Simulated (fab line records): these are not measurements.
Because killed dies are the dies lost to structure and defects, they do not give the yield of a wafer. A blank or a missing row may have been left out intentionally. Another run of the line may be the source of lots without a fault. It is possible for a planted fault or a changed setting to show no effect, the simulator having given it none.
One fault seen from 2 desks ; flow sfq line ; each desk has only its own numbers; what lay behind them comes last

== FROM THE METROLOGY DESK ==
Lot by lot, what the gauges showed, no matter which tool ran the lot: averages of those sampled wafers that carry a number. A lot is out of limits, marked OUT, if its mean lies more than 4 standard deviations from the usual mean; the brackets give that distance.
Columns: A = M2_OVL at SFQ_M2_OVL_MEAS_916, usual -3 nm
lot;first seen here;A
L555;day 24 06:48;-3
L556;day 24 13:04;-3
L557;day 24 18:52;-4
L558;day 24 21:34;-6
L559;day 25 00:33;-2
L560;day 25 02:57;-7
L561;day 25 05:16;-8
L563;day 27 09:13;-1
L570;day 39 01:20;1
L573;day 39 19:06;-0
L574;day 39 21:33;-1
L575;day 40 04:44;-13
L576;day 40 08:21;-2
L577;day 40 16:58;-12
This desk found nothing out of limits on any of the 14 lots.

== FOR THE TOOL OWNER'S DESK: rie diel-04 ==
The tool's own readings at SFQ_TRILAYER_I1_VIA_ETCH_VIA_ETCH_052 (etches SiO2 in CHF3, stops on Nb, target depth 260 nm): means of the sampled wafers that have a number, for each lot that ran on this tool. A lot is out of limits, marked OUT, if its mean lies more than 4 standard deviations from the usual mean; the brackets give that distance.
Columns: A = bias w at SFQ_TRILAYER_I1_VIA_ETCH_VIA_ETCH_052, usual 79.97 W; B = drypump motor current A at SFQ_TRILAYER_I1_VIA_ETCH_VIA_ETCH_052, usual 5.6 A; C = oes product au at SFQ_TRILAYER_I1_VIA_ETCH_VIA_ETCH_052, usual 0.855 a.u.
lot;first seen here;A;B;C
L556;day 24 09:38;80.02;5.6;0.856
L558;day 24 17:44;79.95;5.3;0.855
L561;day 25 01:50;79.70;5.2;0.853
L570;day 38 13:14;80.02;5.6;0.852
L573;day 39 15:38;85.06 (+21) OUT;5.6;0.855
L575;day 40 01:17;84.78 (+20) OUT;5.5;0.857
This desk finds L573, L575 out of limits, L573 being first, at day 39 15:38 (bias w at SFQ_TRILAYER_I1_VIA_ETCH_VIA_ETCH_052). L556, L558, L561, L570 stayed within limits.

== PUT TOGETHER ==
At day 39 15:38, on L573, L575, the tool owner's desk was in a position to raise an alarm.
At the metrology desk, nothing out of limits was observed.
The metrology desk has L573, L575 on record, within its limits.
Every lot named ran SFQ_TRILAYER_I1_VIA_ETCH_VIA_ETCH_052 on rie diel-04.

== WHAT THE SIMULATOR PUT IN ==
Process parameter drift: rie diel-04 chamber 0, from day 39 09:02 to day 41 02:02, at SFQ_TRILAYER_I1_VIA_ETCH_VIA_ETCH_052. The setting bias w was moved by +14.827, starting from 80. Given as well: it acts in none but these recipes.
Lots struck among those shown: L573, L575.
Hours from the fault's start to each desk's first reading out of limits: the tool owner's desk, 7.
